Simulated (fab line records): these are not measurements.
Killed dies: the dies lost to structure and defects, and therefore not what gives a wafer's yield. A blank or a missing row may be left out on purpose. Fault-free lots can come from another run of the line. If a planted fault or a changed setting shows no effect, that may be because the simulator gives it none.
One fault seen from 2 desks    flow sky130    only its own numbers are on each desk; what lay behind them is given at the end

## DESK OF THE TOOL OWNER: rtp anneal-02
At SKY_SD_N_RTA_14 (time 2 s), the tool's own readings, given per lot that ran on this tool as the mean of the sampled wafers with a number. A lot is out of limits, marked OUT, if its mean lies more than 4 standard deviations from the usual mean; the brackets give that distance.
Columns: A = lamp power pct at SKY_SD_N_RTA_14, usual 15.73 %; B = wafer_temp_C_max at SKY_SD_N_RTA_14, usual 1078.0
lot   first seen here  A      B
L795  day 29 00:19     15.72  1078.2
L799  day 31 03:44     15.76  1077.4
L807  day 31 18:48     15.78  1089.5 (+8.9) OUT
L809  day 32 19:20     15.85  1088.0 (+7.7) OUT
L817  day 35 06:54     15.71  1078.3
This desk finds L807, L809 out of limits, L807 being first, at day 31 18:48 (wafer_temp_C_max at SKY_SD_N_RTA_14). In limits: L795, L799, L817.

## AT THE METROLOGY DESK
Means of the sampled wafers that have a number, per lot and without regard to the tool the lot ran on: this is what the gauges read. A lot is out of limits, marked OUT, if its mean lies more than 4 standard deviations from the usual mean; the brackets give that distance.
Columns: A = SD_N_RS at SKY_SD_N_RS_MEAS_16, usual 68.57 ohm/sq; B = SD_P_RS at SKY_SD_N_RS_MEAS_17, usual 147.1 ohm/sq; C = VIA2_HDPCVD_THK at SKY_VIA2_THK_MEAS_01, usual 1188 nm; D = VIA2_OVL at SKY_VIA2_OVL_MEAS_13, usual 2 nm
lot   first seen here  A                B                C     D
L795  day 29 00:30     68.61            147.4            1197  5
L796  day 29 01:40     68.51            146.8            1171  5
L797  day 29 03:34     68.57            146.9            1190  -1
L799  day 31 03:55     68.54            147.0            1198  -3
L800  day 31 04:12     68.60            147.2            1175  6
L806  day 31 18:04     68.54            147.0            1175  -5
L807  day 31 19:00     66.66 (-17) OUT  137.7 (-25) OUT  1194  -2
L809  day 32 19:31     66.80 (-16) OUT  138.5 (-23) OUT  1190  -4
L814  day 34 14:05     68.56            147.3            1188  9
L816  day 35 02:31     68.54            147.3            1189  4
L817  day 35 07:04     68.55            146.9            1173  12
L818  day 35 13:25     68.59            147.2            1184  -3
Finding of this desk: L807, L809 out of limits, first seen on L807 at day 31 19:00 (SD_N_RS at SKY_SD_N_RS_MEAS_16). In limits: L795, L796, L797, L799, L800, L806, L814, L816, L817, L818.

## BROUGHT TOGETHER
The tool owner's desk could have raised an alarm at day 31 18:48, on L807, L809.
Metrology desk: alarm possible at day 31 19:00 on L807, L809.
On rtp anneal-02, each named lot ran SKY_SD_N_RTA_14.

## WHAT WAS PUT IN BY THE SIMULATOR
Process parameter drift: rtp anneal-02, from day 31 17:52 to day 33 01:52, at SKY_SD_N_RTA_14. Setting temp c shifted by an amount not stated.
Shown lots that were struck: L807, L809.
Time in hours from fault onset to the first out-of-limits reading at each desk: tool owner's desk 1, metrology desk 1.
